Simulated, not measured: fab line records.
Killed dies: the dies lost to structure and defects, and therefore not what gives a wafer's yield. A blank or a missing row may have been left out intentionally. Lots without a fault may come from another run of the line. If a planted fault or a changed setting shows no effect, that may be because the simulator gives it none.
Which tool was responsible? ; flow sky130 ; 10 lots, 30 wafers sampled, at 6 steps of a route of 708

## WHAT THE GAUGES SHOWED, per wafer
SKY_VIA3_RS_MEAS_22: uses a four-point probe to measure.
lot;measured;on;VIA3_W_RS (ohm/sq)
L231;day 39 12:13;filmMetro-02;0.295 0.298 0.296
L233;day 40 03:30;filmMetro-01;0.297 0.292 0.295
L235;day 40 15:50;filmMetro-02;0.291 0.298 0.294
L237;day 41 15:32;filmMetro-02;0.290 0.298 0.294
L239;day 42 01:34;filmMetro-01;0.291 0.297 0.293
L243;day 43 03:50;filmMetro-02;0.553 0.549 0.572
L244;day 43 13:22;filmMetro-03;0.570 0.569 0.575
L245;day 43 23:47;filmMetro-02;0.291 0.294 0.292
L250;day 45 09:52;filmMetro-01;0.291 0.292 0.287
L253;day 46 00:32;filmMetro-03;0.290 0.295 0.294

SKY_VIA3_THK_MEAS_23: measures by xrf.
lot;measured;on;VIA3_W_THK (nm)
L231;day 39 12:20;filmMetro-02;371 369 371
L233;day 40 03:37;filmMetro-01;371 378 376
L235;day 40 15:56;filmMetro-02;379 372 377
L237;day 41 15:38;filmMetro-02;379 373 376
L239;day 42 01:41;filmMetro-01;388 380 384
L243;day 43 03:56;filmMetro-02;205 206 198
L244;day 43 13:28;filmMetro-03;197 198 196
L245;day 43 23:54;filmMetro-02;384 380 384
L250;day 45 09:59;filmMetro-01;387 383 393
L253;day 46 00:39;filmMetro-03;381 374 375

## EACH LOT AND THE TOOL THAT RAN IT (in order: tool; ch and the chambers of the sampled wafers; start)
lot;SKY_VIA3_ETCH_14;SKY_VIA3_ETCH_15;SKY_VIA3_SPUTTER_20;SKY_VIA3_CVD_21
L231;rieDiel-01 ch 1,2,3, day 39 11:18;rieDiel-01 ch 1,2,3, day 39 11:20;pvdSputter-01, day 39 12:02;cvdW-02 ch 1, day 39 12:05
L233;rieDiel-03 ch 0,2,3, day 40 02:36;rieDiel-03 ch 0,2,3, day 40 02:38;pvdSputter-01, day 40 03:18;cvdW-02 ch 0,1, day 40 03:22
L235;rieDiel-03 ch 0,1,2, day 40 14:56;rieDiel-03 ch 0,1,2, day 40 14:58;pvdSputter-03, day 40 15:37;cvdW-02 ch 0,1, day 40 15:41
L237;rieDiel-03 ch 2,3, day 41 14:38;rieDiel-03 ch 2,3, day 41 14:40;pvdSputter-02, day 41 15:19;cvdW-01 ch 0,1, day 41 15:23
L239;rieDiel-02 ch 0,1,3, day 42 00:41;rieDiel-02 ch 0,1,3, day 42 00:43;pvdSputter-02, day 42 01:22;cvdW-02 ch 0,1, day 42 01:26
L243;rieDiel-01 ch 0,1, day 43 02:56;rieDiel-01 ch 0,1, day 43 02:58;pvdSputter-03, day 43 03:37;cvdW-02 ch 0,1, day 43 03:41
L244;rieDiel-02 ch 0,2,3, day 43 12:27;rieDiel-02 ch 0,2,3, day 43 12:29;pvdSputter-02, day 43 13:08;cvdW-02 ch 0,1, day 43 13:14
L245;rieDiel-01 ch 0,1, day 43 22:54;rieDiel-01 ch 0,1, day 43 22:56;pvdSputter-01, day 43 23:35;cvdW-01 ch 0,1, day 43 23:39
L250;rieDiel-03 ch 0,1,3, day 45 08:56;rieDiel-03 ch 0,1,3, day 45 08:58;pvdSputter-02, day 45 09:40;cvdW-01 ch 0,1, day 45 09:44
L253;rieDiel-02 ch 0,1, day 45 23:11;rieDiel-02 ch 0,1, day 45 23:13;pvdSputter-01, day 46 00:20;cvdW-01 ch 0,1, day 46 00:24
- SKY_VIA3_ETCH_14: etches BARC in N2/H2, stops on SiO2, time 45.9 s, target depth 60 nm.
- SKY_VIA3_ETCH_15: etches SiO2 in C4F8/O2/Ar, stops on TiN, target depth 507 nm, time 78 s.
- SKY_VIA3_SPUTTER_20: material TiN, target thk 20 nm, time 80 s.
- SKY_VIA3_CVD_21: deposits W, target thk 390 nm, time 117.31 s.

## WHAT THE TOOLS THEMSELVES READ (means of the sampled wafers that have a number; where no wafer has one, the mark that the record gives instead)
SKY_VIA3_ETCH_14.
lot;tool;drypumpMotorCurrentA (A);oesProductAu (a.u.);throttleValvePct (%)
L231;rieDiel-01;6.0;0.853;13.222
L233;rieDiel-03;5.8;0.853;13.224
L235;rieDiel-03;5.9;0.852;13.220
L237;rieDiel-03;5.5;0.861;13.225
L239;rieDiel-02;5.5;0.857;13.230
L243;rieDiel-01;5.7;0.851;13.232
L244;rieDiel-02;5.4;0.854;13.221
L245;rieDiel-01;5.7;0.861;13.221
L250;rieDiel-03;5.8;0.853;13.225
L253;rieDiel-02;5.4;0.855;13.227

SKY_VIA3_ETCH_15.
lot;tool;oesProductAu (a.u.)
L231;rieDiel-01;0.946
L233;rieDiel-03;0.942
L235;rieDiel-03;0.951
L237;rieDiel-03;0.949
L239;rieDiel-02;0.944
L243;rieDiel-01;0.943
L244;rieDiel-02;0.943
L245;rieDiel-01;0.948
L250;rieDiel-03;0.941
L253;rieDiel-02;0.949

SKY_VIA3_SPUTTER_20.
lot;tool;throttleValvePct (%)
L231;pvdSputter-01;30.1
L233;pvdSputter-01;30.5
L235;pvdSputter-03;28.8
L237;pvdSputter-02;30.3
L239;pvdSputter-02;31.4
L243;pvdSputter-03;30.8
L244;pvdSputter-02;31.7
L245;pvdSputter-01;30.1
L250;pvdSputter-02;30.4
L253;pvdSputter-01;30.1

SKY_VIA3_CVD_21.
lot;tool;heaterPowerW (W);susceptorTempC (C)
L231;cvdW-02;843;400.16
L233;cvdW-02;820;400.00
L235;cvdW-02;826;399.94
L237;cvdW-01;883;400.28
L239;cvdW-02;817;400.12
L243;cvdW-02;811;399.71
L244;cvdW-02;799;399.97
L245;cvdW-01;877;400.28
L250;cvdW-01;882;400.01
L253;cvdW-01;902;400.11

## THE ANSWER, worked out from the rows above alone
Rule: usual is defined by the lots themselves. Put in order of their means at a reading, lots are off if they are a third of the lots or fewer, leave a main group of 4 or more, and stand apart from it by a gap of 3 or more times the standard deviation of the main group's means; of several such gaps the widest counts. If all means in a main group match to the digits the tables above print for the reading, that group is not used. A lot without any number at a reading at which 4 lots or more have one is off too. Any other lot the step has rows for is counted as sound. After the gauges, taken in route order, come the tools' own readings; for these a lot's mean is taken, as printed above. At the first step where some lot is off, the reading lying furthest off is the one used; lots without a number count as furthest.
Off: L243, L244, seen at SKY_VIA3_RS_MEAS_22 (VIA3_W_RS). Main group: mean 0.294 ohm/sq, sd 0.0017.
A tool fits if, at a process step before that reading, it ran every lot that is off, and no sound lot after the first of them. Those tools and the gauges at SKY_VIA3_RS_MEAS_22 are tried in the same way. One fits: SKY_VIA3_CVD_21 on cvdW-02. A fault onset in the window from L239 (day 42 01:26, its last sound lot) to L243 (day 43 03:41, its first lot off) fits.

## WHAT THE SIMULATOR HAD PUT IN
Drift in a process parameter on cvdW-02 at SKY_VIA3_CVD_21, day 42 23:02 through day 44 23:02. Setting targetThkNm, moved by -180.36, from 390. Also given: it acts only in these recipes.
Shown lots that were struck: L243, L244. This agrees with what the rule above found.
